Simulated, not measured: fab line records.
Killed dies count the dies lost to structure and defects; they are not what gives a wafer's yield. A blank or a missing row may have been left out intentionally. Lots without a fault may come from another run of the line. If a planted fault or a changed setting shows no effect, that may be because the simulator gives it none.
Which tool did it?    flow sky130    Sampling: 12 lots, 36 wafers, 5 of 708 route steps

WHAT EACH GAUGE READ, for each wafer
SKY_VT_ADJUST_LVTN_OVL_MEAS_07.
lot   measured      on          VT_ADJUST_LVTN_OVL (nm)
L101  day 7 13:09   overlay-02  0.0 -0.7 1.5
L103  day 7 21:28   overlay-02  0.5 1.0 2.1
L104  day 8 07:11   overlay-01  -0.3 1.0 0.9
L105  day 8 09:51   overlay-01  -0.6 -0.7 -1.2
L106  day 8 18:59   overlay-02  0.4 1.0 1.7
L107  day 9 03:25   overlay-02  -0.2 1.2 -1.2
L114  day 10 23:20  overlay-02  -1.5 -1.0 -0.6
L115  day 11 13:55  overlay-02  -1.7 -2.0 -1.3
L117  day 12 02:58  overlay-02  1.2 2.8 -0.1
L119  day 12 04:46  overlay-02  1.3 0.8 3.3
L120  day 13 06:44  overlay-02  1.0 -0.7 -0.6
L121  day 13 14:41  overlay-01  1.0 1.2 -0.7

SKY_VT_ADJUST_HVTR_TW_MEAS_11.
lot   measured      on             VT_ADJUST_HVTR_TW
L101  day 10 04:53  film metro-01  210.0 210.0 210.4
L103  day 10 13:41  film metro-01  209.6 209.9 210.4
L104  day 11 00:22  film metro-03  211.2 211.6 211.2
L105  day 11 03:23  film metro-03  212.0 211.3 212.0
L106  day 11 15:26  film metro-01  211.9 210.8 210.9
L107  day 11 23:08  film metro-04  211.2 211.0 211.1
L114  day 13 23:39  film metro-01  113.8 113.0 114.2
L115  day 14 14:40  film metro-03  115.0 114.7 115.0
L117  day 15 08:02  film metro-01  209.6 211.5 210.3
L119  day 15 09:19  film metro-03  209.6 209.8 210.8
L120  day 16 14:11  film metro-04  212.6 212.9 212.5
L121  day 16 23:23  film metro-03  211.5 211.8 212.1

SKY_LOCAL_INTERCONNECT_RS_MEAS_01: a four-point-probe measurement.
lot   measured      on             LOCAL_INTERCONNECT_TIN_RS (ohm/sq)
L101  day 29 20:46  film metro-02  14.15 14.24 14.13
L103  day 30 11:52  film metro-04  14.01 14.06 14.08
L104  day 30 16:53  film metro-02  14.19 14.08 14.20
L105  day 31 00:06  film metro-02  14.37 14.41 14.34
L106  day 31 08:17  film metro-03  14.38 14.41 14.36
L107  day 31 19:49  film metro-04  14.29 14.40 14.35
L114  day 34 06:00  film metro-03  14.63 14.48 14.55
L115  day 34 22:19  film metro-03  14.42 14.56 14.49
L117  day 35 09:25  film metro-04  14.36 14.48 14.61
L119  day 35 12:14  film metro-04  14.35 14.42 14.37
L120  day 36 15:37  film metro-04  14.36 14.43 14.52
L121  day 37 01:08  film metro-04  14.44 14.40 14.34

WHAT TOOL EACH LOT RAN ON (gives the tool, then ch and the chambers of the sampled wafers, and finally the start)
lot   SKY_FIELD_ISO_ETCH_14              SKY_VT_ADJUST_HVTR_IMPLANT_09
L101  rie diel-03 ch 1,2,3, day 2 15:56  implanter-01 ch 0, day 10 04:40
L103  rie diel-03 ch 1,2,3, day 3 02:20  implanter-03 ch 0, day 10 13:26
L104  rie diel-01 ch 0,3, day 3 10:38    implanter-03 ch 0, day 11 00:08
L105  rie diel-04 ch 0,2, day 3 12:08    implanter-01 ch 0, day 11 03:10
L106  rie diel-04 ch 2,3, day 3 18:23    implanter-03 ch 0, day 11 15:11
L107  rie diel-04 ch 1,2, day 4 01:22    implanter-04 ch 0, day 11 22:53
L114  rie diel-03 ch 1,2,3, day 5 14:43  implanter-01 ch 0, day 13 23:25
L115  rie diel-01 ch 1,2, day 5 22:25    implanter-01 ch 0, day 14 14:25
L117  rie diel-03 ch 0,1,2, day 6 08:04  implanter-04 ch 0, day 15 07:47
L119  rie diel-04 ch 0,1,3, day 6 11:16  implanter-04 ch 0, day 15 09:04
L120  rie diel-01 ch 0,1,2, day 7 09:08  implanter-04 ch 0, day 16 13:56
L121  rie diel-01 ch 0,1, day 7 10:43    implanter-03 ch 0, day 16 23:10
- SKY_FIELD_ISO_ETCH_14: etches BARC in N2/H2, stops on SiO2, time 45.9 s, target depth 60 nm.
- SKY_VT_ADJUST_HVTR_IMPLANT_09

AS READ BY THE TOOLS THEMSELVES (means over the sampled wafers that have a number; for cases with no such wafer, the mark the record gives instead)
SKY_FIELD_ISO_ETCH_14.
lot   tool         drypump motor current A (A)  oes product au (a.u.)  throttle valve pct (%)
L101  rie diel-03  5.4                          0.851                  13.219
L103  rie diel-03  5.4                          0.852                  13.225
L104  rie diel-01  6.5                          0.853                  13.221
L105  rie diel-04  6.0                          0.852                  13.231
L106  rie diel-04  5.7                          0.860                  13.234
L107  rie diel-04  6.2                          0.855                  13.221
L114  rie diel-03  5.4                          0.856                  13.228
L115  rie diel-01  6.0                          0.852                  13.227
L117  rie diel-03  5.4                          0.859                  13.223
L119  rie diel-04  6.1                          0.855                  13.229
L120  rie diel-01  6.0                          0.854                  13.227
L121  rie diel-01  5.8                          0.853                  13.226

SKY_VT_ADJUST_HVTR_IMPLANT_09.
lot   tool          dose ions cm2  faraday current uA
L101  implanter-01  2.0992e+12     11.78
L103  implanter-03  2.1024e+12     11.89
L104  implanter-03  2.1025e+12     11.99
L105  implanter-01  2.0988e+12     11.83
L106  implanter-03  2.1008e+12     11.76
L107  implanter-04  2.0978e+12     11.80
L114  implanter-01  2.1153e+11     1.17
L115  implanter-01  2.0617e+11     1.16
L117  implanter-04  2.0995e+12     11.85
L119  implanter-04  2.0967e+12     11.93
L120  implanter-04  2.0977e+12     11.92
L121  implanter-03  2.1030e+12     11.46

THE ANSWER, worked out from the rows above alone
Rule: the usual values come from the lots themselves. Put in order of their means at a reading, lots are off if they are a third of the lots or fewer, leave a main group of 4 or more, and stand apart from it by a gap of 3 or more times the standard deviation of the main group's means; of several such gaps the widest counts. Not used: any main group whose means are identical at the precision the tables above print for the reading. Also off: a lot with no number at a reading for which 4 or more lots have one. Any other lot the step has rows for is counted as sound. Order of review: gauges by route order, followed by the tools' own readings, for which a lot's mean as printed above is used. The first step at which some lot is off is used, and at that step the reading that is off furthest; a lot without a number counts as furthest.
Off: at SKY_VT_ADJUST_HVTR_TW_MEAS_11 (VT_ADJUST_HVTR_TW), L114, L115. For the main group the mean is 211.1 and the standard deviation 0.84.
If a tool, at a process step before that reading, ran all the lots that are off and no sound lot after the first of them, it fits. The gauges at SKY_VT_ADJUST_HVTR_TW_MEAS_11 aren't tried: what is off there is off at SKY_VT_ADJUST_HVTR_IMPLANT_09 too, on other tools, and a gauge's error can't cause that. One candidate fits, namely implanter-01 at SKY_VT_ADJUST_HVTR_IMPLANT_09. A fault onset in the window from L105 (day 11 03:10, its last sound lot) to L114 (day 13 23:25, its first lot off) fits.
The tool's own readings at SKY_VT_ADJUST_HVTR_IMPLANT_09 bear it out: on the lots that are off they differ by more than 5 times the standard deviation of the sound lots' means. dose ions cm2 reads 2.0885e+11 there against 2.0998e+12 on the sound lots; faraday current uA reads 1.17 there against 11.82 on the sound lots.

WHAT THE SIMULATOR HAD INSERTED
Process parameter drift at SKY_VT_ADJUST_HVTR_IMPLANT_09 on implanter-01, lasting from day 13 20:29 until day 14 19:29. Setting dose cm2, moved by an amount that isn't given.
Struck lots among those shown: L114, L115. Same finding as the rule above.
